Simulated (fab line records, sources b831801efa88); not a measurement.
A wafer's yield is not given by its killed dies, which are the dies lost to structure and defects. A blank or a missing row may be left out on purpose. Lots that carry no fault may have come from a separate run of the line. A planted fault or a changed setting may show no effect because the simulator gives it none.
Matching of chambers | flow gf180mcu | 4 sister chambers for GF_M5_ETCH_09 on rie-diel-04
The step etches Si3N4 in CF4/O2, target depth 52 nm, time 11.6 s. 14 wafers are shown with their chamber, then 7 later ones without.

## WAFERS PAIRED WITH THEIR CHAMBERS
wafer  | chamber | drypump-motor-current-A (A) | oes-product-au (a.u.) | throttle-valve-pct (%)
L074.2 | 2       | 6.0                         | 1.000                 | 5.959
L074.3 | 1       | 5.3                         | 1.013                 | 5.955
L074.5 | 0       | 6.1                         | 0.988                 | 5.975
L077.1 | 2       | 6.0                         | 1.001                 | 5.973
L077.2 | 0       | 6.1                         | 1.000                 | 5.971
L077.3 | 1       | 5.3                         | 0.999                 | 5.977
L077.4 | 3       | 5.2                         | 1.012                 | 5.982
L077.5 | 1       | 5.3                         | 0.996                 | 5.964
L077.6 | 0       | 6.1                         | 0.990                 | 5.953
L088.1 | 3       | 5.1                         | 1.018                 | 5.983
L088.4 | 0       | 6.1                         | 1.003                 | 5.982
L088.5 | 1       | 5.4                         | 1.001                 | 5.977
L091.1 | 2       | 6.0                         | 1.004                 | 5.975
L091.2 | 0       | 6.2                         | 1.006                 | 5.969

SIGNATURES (averages over the wafers above)
reading                 | chamber 0 | chamber 1 | chamber 2 | chamber 3 | scatter within a chamber
drypump-motor-current-A | 6.120     | 5.325     | 6.000     | 5.150     | 0.0453
oes-product-au          | 0.99740   | 1.00225   | 1.00167   | 1.01500   | 0.0067
throttle-valve-pct      | 5.97000   | 5.96825   | 5.96900   | 5.98250   | 0.00979
Rule: for each reading, subtract the chamber's mean from the wafer's reading, divide by that reading's scatter and square the result; add these up over the readings and take the root, which gives the wafer's distance from the chamber. If the next closest chamber is less than 2 further off than the closest, the wafer can't be placed; otherwise it belongs to the closest. The scatter: the root of (the sum of the squares of (reading less its chamber's mean) over the shown wafers, divided by (wafers less chambers)).

## WAFERS WITHOUT THEIR CHAMBER
wafer  | drypump-motor-current-A (A) | oes-product-au (a.u.) | throttle-valve-pct (%)
L091.5 | 5.4                         | 0.991                 | 5.966
L096.1 | 5.3                         | 1.015                 | 5.969
L096.2 | 5.2                         | 1.015                 | 5.969
L096.3 | 6.0                         | 1.009                 | 5.971
L097.4 | 6.1                         | 1.006                 | 5.964
L097.5 | 5.4                         | 1.004                 | 5.974
L097.6 | 6.1                         | 1.005                 | 5.977

## WHICH CHAMBER EACH WENT THROUGH
wafer  | from the rows above     | in truth
L091.5 | 1                       | 1
L096.1 | can't be placed: 1 or 3 | 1
L096.2 | can't be placed: 3 or 1 | 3
L096.3 | 2                       | 2
L097.4 | can't be placed: 0 or 2 | 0
L097.5 | 1                       | 1
L097.6 | can't be placed: 0 or 2 | 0
Correctly placed: 3 of 7. Not placeable from these rows: 4 (in 4, the candidates include the true chamber). Wrongly placed: 0.
